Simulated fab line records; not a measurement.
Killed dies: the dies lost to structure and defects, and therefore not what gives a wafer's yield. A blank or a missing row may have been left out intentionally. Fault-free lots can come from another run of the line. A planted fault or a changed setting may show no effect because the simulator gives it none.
Which tool did it? + flow gf180mcu + 13 lots, 39 wafers sampled, at 1 step of a route of 602

WHAT THE GAUGES READ, wafer by wafer
GF_V3_THK_MEAS_25: measures by xrf. Usual: for V3_W_THK the level is 351 nm and the standard deviation is 4.9.
| lot  | measured     | on            | V3_W_THK (nm) | flag |
|------|--------------|---------------|---------------|------|
| L407 | day 22 06:36 | film metro-03 | 350 355 346   |      |
| L408 | day 22 16:16 | film metro-03 | 351 355 357   |      |
| L409 | day 23 02:17 | film metro-03 | 356 353 355   |      |
| L410 | day 23 12:40 | film metro-02 | 349 348 347   |      |
| L411 | day 23 16:26 | film metro-04 | 359 353 354   |      |
| L412 | day 24 05:57 | film metro-02 | 355 350 348   |      |
| L413 | day 24 15:23 | film metro-02 | 350 348 346   |      |
| L414 | day 25 00:37 | film metro-02 | 349 353 350   |      |
| L418 | day 26 07:54 | film metro-02 | 351 351 346   |      |
| L423 | day 28 03:11 | film metro-04 | 347 353 352   |      |
| L425 | day 28 12:40 | film metro-02 | 349 350 349   |      |
| L427 | day 29 01:30 | film metro-03 | 348 345 343   |      |
| L429 | day 29 12:14 | film metro-03 | 346 342 350   |      |

WHAT TOOL EACH LOT RAN ON (gives the tool, then ch and the chambers of the sampled wafers, and finally the start)
Record: no process step prior to these readings.

AS READ BY THE TOOLS THEMSELVES (means over the sampled wafers that have a number; for cases with no such wafer, the mark the record gives instead)
The record holds no such reading with a usual standard deviation.

THE ANSWER, worked out from the rows above alone
Rule: take the mean of a lot's wafers that have a number; if it is more than 3 standard deviations from the usual mean, the lot is off. Also off: a lot with no number at a reading for which 4 or more lots have one. All remaining lots with rows at the step are treated as sound. After the gauges, taken in route order, come the tools' own readings; for these a lot's mean is taken, as printed above. The first step at which some lot is off is used, and at that step the reading that is off furthest; a lot without a number counts as furthest.
Nothing can be told from this: no lot is off at any reading shown.

WHAT HAD BEEN PUT IN BY THE SIMULATOR
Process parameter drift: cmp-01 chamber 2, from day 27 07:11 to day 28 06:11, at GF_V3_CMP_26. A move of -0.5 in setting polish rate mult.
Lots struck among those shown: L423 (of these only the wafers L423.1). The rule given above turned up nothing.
